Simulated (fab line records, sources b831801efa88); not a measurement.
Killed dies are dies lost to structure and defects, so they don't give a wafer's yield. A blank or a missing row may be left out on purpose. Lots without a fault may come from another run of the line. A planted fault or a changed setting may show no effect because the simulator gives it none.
A struck lot beside a sound one | flow sky130 | 43 steps out of a route of 708
Sound: wafers L333.1, L333.2, L333.3. Struck: wafers L348.2, L348.4, L348.5. The cause comes at the end.
At each step with rows: each side's tool, then ch and its chambers, then its first start. Under that, the readings that differ: sound wafers | struck wafers | difference of the means | sigmas: that difference in standard deviations of wafers without a fault.
alike: readings whose means differ by less than 2 such deviations, and words and numbers that are the same on both sides. not compared: withheld readings, readings that some wafer has no value for, bounds like >300 that may hide the same value, and numbers for which the record gives no deviation and whose values overlap.
The two part at a step that has a row with sigmas, a row that says differs or no value, or rows on one side only. Numbers that don't overlap but have no deviation are shown without sigmas and don't part them. A reading that every wafer of one side lacks parts them only if that side has two wafers or more.

first, 5 steps without rows for these wafers: SKY_GATE_OXIDE_COAT_05 (resist thk 1140 nm); SKY_GATE_OXIDE_SOFTBAKE_06 (time 60 s); SKY_GATE_OXIDE_EXPOSE_07 (exposes mask LVOM, target cd 600 nm); SKY_GATE_OXIDE_PEB_08; SKY_GATE_OXIDE_DEVELOP_09 (develop time 60 s).
SKY_GATE_OXIDE_OVL_MEAS_10:
  sound on overlay-02, day 14 17:43; struck on overlay-02, day 20 13:32
  alike: GATE_OXIDE_OVL
then, 3 steps without rows for these wafers: SKY_GATE_OXIDE_IMPLANT_11; SKY_GATE_OXIDE_WET_ETCH_12 (etches SiO2 in dHF, target depth 16.8 nm, time 336 s); SKY_GATE_OXIDE_STRIP_13 (strips in O2/N2).
SKY_GATE_OXIDE_TW_MEAS_14:
  sound on film_metro-04, day 14 18:07; struck on film_metro-02, day 20 13:55
  alike: GATE_OXIDE_TW
then, 2 steps without rows for these wafers: SKY_GATE_OXIDE_CLEAN_15 (cleans in SC1/SC2, time 150 s); SKY_GATE_OXIDE_OXIDATION_16 (stabilise 600 s, purge 300 s, target thk 3.57 nm).
SKY_POLY_GATE_CVD_00: deposits poly-Si, target thk 180 nm, time 720 s.
  sound on lpcvd-01 ch 0, day 14 19:45; struck on lpcvd-01 ch 1, day 20 15:43
  alike: spike_tc_top_C
SKY_POLY_GATE_THK_MEAS_01:
  sound on film_metro-04, day 14 20:57; struck on film_metro-03, day 20 16:56
  alike: POLY_GATE_CVD_00_THK
then, 8 steps without rows for these wafers: SKY_RES_PROTECT_DEHYDRATE_00 (time 60 s); SKY_RES_PROTECT_HMDS_01 (prime time 60 s); SKY_RES_PROTECT_COAT_02 (resist thk 1140 nm); SKY_RES_PROTECT_SOFTBAKE_03 (time 60 s); SKY_RES_PROTECT_EXPOSE_04 (exposes mask RPM, target cd 1270 nm); SKY_RES_PROTECT_PEB_05; SKY_RES_PROTECT_DEVELOP_06 (develop time 60 s); SKY_POLY_GATE_IMPLANT_02.
SKY_RES_PROTECT_STRIP_07: strips in O2/N2.
  sound on plasma_asher-04 ch 0,1, day 16 00:22; struck on plasma_asher-03 ch 0,1, day 22 00:19
  alike: drypump_motor_current_A, oes_product_au, strip_time_to_endpoint_s
  not compared: rf_hours_counter_h
SKY_RES_PROTECT_TW_MEAS_08:
  sound on film_metro-03, day 16 00:28; struck on film_metro-04, day 22 00:26
  alike: POLY_GATE_TW
then, 2 steps without rows for these wafers: SKY_RES_PROTECT_CLEAN_09 (cleans in SC1/SC2, time 150 s); SKY_POLY_GATE_CVD_03 (deposits Si3N4 from DCS/NH3, target thk 75 nm, time 1290 s).
SKY_POLY_GATE_THK_MEAS_04:
  sound on film_metro-01, day 16 01:56; struck on film_metro-03, day 22 03:45
  alike: POLY_GATE_CVD_03_THK
then, 8 steps without rows for these wafers: SKY_POLY_GATE_DEHYDRATE_05 (time 60 s); SKY_POLY_GATE_HMDS_06 (prime time 60 s); SKY_POLY_GATE_COAT_07 (resist thk 110 nm); SKY_POLY_GATE_COAT_08 (resist thk 450 nm); SKY_POLY_GATE_SOFTBAKE_09 (time 90 s); SKY_POLY_GATE_EXPOSE_10 (exposes mask P1M, target cd 150 nm); SKY_POLY_GATE_PEB_11; SKY_POLY_GATE_DEVELOP_12 (develop time 60 s).
SKY_POLY_GATE_CD_MEAS_13: target cd 150 nm.
  sound on cd_sem-02, day 17 06:41; struck on cd_sem-01, day 23 10:56
  alike: cd_nm
SKY_POLY_GATE_OVL_MEAS_14:
  sound on overlay-02, day 17 06:48; struck on overlay-01, day 23 11:03
  alike: POLY_GATE_OVL
SKY_POLY_GATE_ETCH_15: etches BARC in N2/H2, stops on SiO2, time 118.5 s, target depth 110 nm.
  sound on rie_diel-04 ch 0,1,2, day 17 06:50; struck on rie_diel-04 ch 1,2, day 23 11:05
  alike: drypump_motor_current_A, oes_product_au, throttle_valve_pct
  not compared: rf_hours_counter_h
SKY_POLY_GATE_ETCH_16: etches Si3N4 in CH3F/O2, stops on poly-Si, time 147.5 s, target depth 75 nm.
  sound on rie_diel-04 ch 0,1,2, day 17 06:55; struck on rie_diel-04 ch 1,2, day 23 11:10
  alike: ch3f_flow_sccm, drypump_motor_current_A, oes_product_au, throttle_valve_pct
  not compared: rf_hours_counter_h
SKY_POLY_GATE_ETCH_17: etches poly-Si in HBr/Cl2, stops on SiO2, target depth 180 nm, time 70.5 s.
  sound on rie_si-02 ch 0,2,3, day 17 07:01; struck on rie_si-02 ch 0,2,3, day 23 11:16
  alike: drypump_motor_current_A, oes_product_au, throttle_valve_pct
  not compared: rf_hours_counter_h
SKY_POLY_GATE_STRIP_18: strips in O2/N2.
  sound on plasma_asher-03 ch 0,1, day 17 07:05; struck on plasma_asher-02 ch 0,1, day 23 11:19
  alike: drypump_motor_current_A, oes_product_au, strip_time_to_endpoint_s
  not compared: rf_hours_counter_h
then, 1 step without rows for these wafers: SKY_POLY_GATE_CLEAN_19 (cleans in SC1/SC2, time 150 s).
-- the record jumps here: 27 days lie between the struck wafers' starts before and after (it left off in module POLY_GATE and takes up again in module PAD_OPEN, whose first step shown is number 708 of the route) --
SKY_PAD_OPEN_PROBE_99:
  the record has rows for the struck wafers here (prober-01, day 50 02:20) and none for the sound ones

WHERE THEY PART
Only at SKY_PAD_OPEN_PROBE_99, within this record.

WHY: what the simulator had put in
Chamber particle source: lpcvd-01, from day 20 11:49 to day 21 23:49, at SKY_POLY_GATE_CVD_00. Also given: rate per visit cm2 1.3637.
